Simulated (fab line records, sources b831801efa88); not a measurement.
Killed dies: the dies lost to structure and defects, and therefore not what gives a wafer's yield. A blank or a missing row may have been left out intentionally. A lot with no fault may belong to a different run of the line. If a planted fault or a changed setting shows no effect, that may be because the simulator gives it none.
Which tool was responsible? || flow gf180mcu || 6 lots with 18 wafers sampled at 2 steps, on a route of 602 steps

## WHAT EACH GAUGE READ, for each wafer
GF_V3_RS_MEAS_24: a four-point-probe measurement.
{"lot": "L945", "measured": "day 22 22:32", "on": "filmMetro-01", "V3_W_RS (ohm/sq)": "0.331 0.332 0.330"}
{"lot": "L948", "measured": "day 23 23:16", "on": "filmMetro-01", "V3_W_RS (ohm/sq)": "0.326 0.328 0.327"}
{"lot": "L950", "measured": "day 25 03:19", "on": "filmMetro-04", "V3_W_RS (ohm/sq)": "0.326 0.323 0.328"}
{"lot": "L954", "measured": "day 26 09:05", "on": "filmMetro-02", "V3_W_RS (ohm/sq)": "0.327 0.327 0.327"}
{"lot": "L956", "measured": "day 27 01:04", "on": "filmMetro-04", "V3_W_RS (ohm/sq)": "0.329 0.332 0.334"}
{"lot": "L965", "measured": "day 29 19:25", "on": "filmMetro-04", "V3_W_RS (ohm/sq)": "0.327 0.374 0.321"}

## WHICH TOOL RAN EACH LOT (tool, then ch and the chambers of the sampled wafers, then the start)
{"lot": "L945", "GF_V3_CVD_23": "cvdW-01 ch 0,1, day 22 22:25"}
{"lot": "L948", "GF_V3_CVD_23": "cvdW-01 ch 0,1, day 23 23:09"}
{"lot": "L950", "GF_V3_CVD_23": "cvdW-01 ch 0,1, day 25 03:13"}
{"lot": "L954", "GF_V3_CVD_23": "cvdW-02 ch 0,1, day 26 08:57"}
{"lot": "L956", "GF_V3_CVD_23": "cvdW-01 ch 0,1, day 27 00:58"}
{"lot": "L965", "GF_V3_CVD_23": "cvdW-02 ch 0,1, day 29 19:19"}
- GF_V3_CVD_23: deposits W, target thk 350 nm, time 104.9 s.

## THE ANSWER, worked out from the rows above alone
Rule: what is usual is taken from the lots themselves. The widest of any qualifying gaps counts: lots, ordered by their means at a reading, are off when they make up no more than a third of the lots, leave a main group of 4 or more, and stand apart from it by 3 or more times the standard deviation of that group's means. The tables above print the reading to a certain number of digits; a main group whose means all agree to those digits is not used. Also off: a lot with no number at a reading for which 4 or more lots have one. Any other lot the step has rows for is counted as sound.
Off: at GF_V3_RS_MEAS_24 (V3_W_RS), L965. Main group: mean 0.328 ohm/sq, sd 0.0024.
A tool fits if, at a process step before that reading, it ran every lot that is off, and no sound lot after the first of them. Those tools and the gauges at GF_V3_RS_MEAS_24 are tried in the same way. This does not decide it: 2 tools fit, namely cvdW-02 at GF_V3_CVD_23 and filmMetro-04 at GF_V3_RS_MEAS_24.

## WHAT THE SIMULATOR PUT IN
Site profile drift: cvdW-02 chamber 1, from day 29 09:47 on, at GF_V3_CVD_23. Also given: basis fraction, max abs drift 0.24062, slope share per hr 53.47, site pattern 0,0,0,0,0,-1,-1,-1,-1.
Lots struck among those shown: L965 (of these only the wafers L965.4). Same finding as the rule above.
